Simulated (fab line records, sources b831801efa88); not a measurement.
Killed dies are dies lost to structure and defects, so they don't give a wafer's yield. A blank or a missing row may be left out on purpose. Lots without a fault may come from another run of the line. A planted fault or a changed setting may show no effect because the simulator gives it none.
Tool commonality check | flow sky130 | 12 lots, 36 wafers sampled

WHY IT WAS OPENED
At SKY_SONOS_ONO_THK_MEAS_05 the reading SONOS_ONO_CVD_04_THK is flagged on 3 of 12 lots. Wafers without a fault read 5.73 nm, standard deviation 0.1.
Rule: a lot is flagged when every wafer of it that has a number lies more than 4 standard deviations from that mean, or none has a number. The other lots count as sound.

lot  | measured     | on            | SONOS_ONO_CVD_04_THK (nm), wafer by wafer | flag
L814 | day 12 01:01 | film_metro-03 | 5.72 5.70 5.76                            |
L816 | day 12 08:13 | film_metro-02 | 5.70 5.70 5.67                            |
L819 | day 13 10:28 | film_metro-01 | 6.60 6.62 6.63                            | FLAGGED
L820 | day 13 20:55 | film_metro-02 | 6.66 6.82 6.76                            | FLAGGED
L821 | day 14 06:51 | film_metro-03 | 6.60 6.60 6.58                            | FLAGGED
L830 | day 17 10:36 | film_metro-02 | 5.70 5.77 5.84                            |
L831 | day 17 18:56 | film_metro-02 | 5.71 5.77 5.73                            |
L832 | day 17 22:59 | film_metro-02 | 5.81 5.82 5.75                            |
L833 | day 18 10:15 | film_metro-01 | 5.82 5.66 5.80                            |
L834 | day 18 13:32 | film_metro-03 | 5.68 5.75 5.75                            |
L835 | day 19 01:35 | film_metro-01 | 5.84 5.69 5.86                            |
L836 | day 19 09:41 | film_metro-03 | 5.86 5.74 5.81                            |
The numbers of the flagged lots are 6.65 nm on average: +0.92 nm against the usual, or +9 standard deviations.

WHICH TOOL RAN EACH LOT
The record holds 1 process step before the reading, out of a route of 708 steps. In each cell: the tool, then ch and the chambers that the sampled wafers went through, then the start.
lot  | flag    | SKY_SONOS_ONO_CVD_04
L814 |         | lpcvd-03 ch 0, day 11 23:07
L816 |         | lpcvd-03 ch 0, day 12 06:56
L819 | FLAGGED | lpcvd-03 ch 0, day 13 09:13
L820 | FLAGGED | lpcvd-03 ch 1, day 13 19:40
L821 | FLAGGED | lpcvd-03 ch 1, day 14 05:35
L830 |         | lpcvd-03 ch 0, day 17 09:21
L831 |         | lpcvd-03 ch 0, day 17 17:41
L832 |         | lpcvd-03 ch 1, day 17 21:44
L833 |         | lpcvd-03 ch 1, day 18 08:59
L834 |         | lpcvd-03 ch 0, day 18 12:17
L835 |         | lpcvd-03 ch 0, day 19 00:20
L836 |         | lpcvd-03 ch 1, day 19 08:26
What these steps do:
- SKY_SONOS_ONO_CVD_04: deposits SiO2 from SiH4/N2O, target thk 5.7199 nm.
- SKY_SONOS_ONO_THK_MEAS_05

FLAGGED OVER TOTAL, TOOL BY TOOL (the gauges that took the reading come last)
step                      | tool          | lots run | flagged | share of the flagged lots | sound lots run after its first flagged lot
SKY_SONOS_ONO_CVD_04      | lpcvd-03      | 12       | 3       | all                       | 7 (L830,L831,L832,L833,L834,L835,L836)
SKY_SONOS_ONO_THK_MEAS_05 | film_metro-01 | 3        | 1       | some                      | 2 (L833,L835)
SKY_SONOS_ONO_THK_MEAS_05 | film_metro-02 | 5        | 1       | some                      | 3 (L830,L831,L832)
SKY_SONOS_ONO_THK_MEAS_05 | film_metro-03 | 4        | 1       | some                      | 2 (L834,L836)

WHAT THE TABLE ALLOWS
1 row of the table ran every flagged lot: lpcvd-03 at SKY_SONOS_ONO_CVD_04.
- lpcvd-03 at SKY_SONOS_ONO_CVD_04: 3 of its 12 lots flagged. Sound lots ran on it after the first flagged one (L830, L831, L832, L833, L834, L835, L836), which a lasting fault on the whole tool wouldn't allow. Its own readings lie more than 4 standard deviations out on every wafer of the flagged lots: spike_tc_bottom_C, spike_tc_centre_C, spike_tc_lower_C, spike_tc_top_C, spike_tc_upper_C, susceptor_temp_C.
No row of the table ran every flagged lot and no sound lot after the first.

WHAT THE SIMULATOR HAD PUT IN
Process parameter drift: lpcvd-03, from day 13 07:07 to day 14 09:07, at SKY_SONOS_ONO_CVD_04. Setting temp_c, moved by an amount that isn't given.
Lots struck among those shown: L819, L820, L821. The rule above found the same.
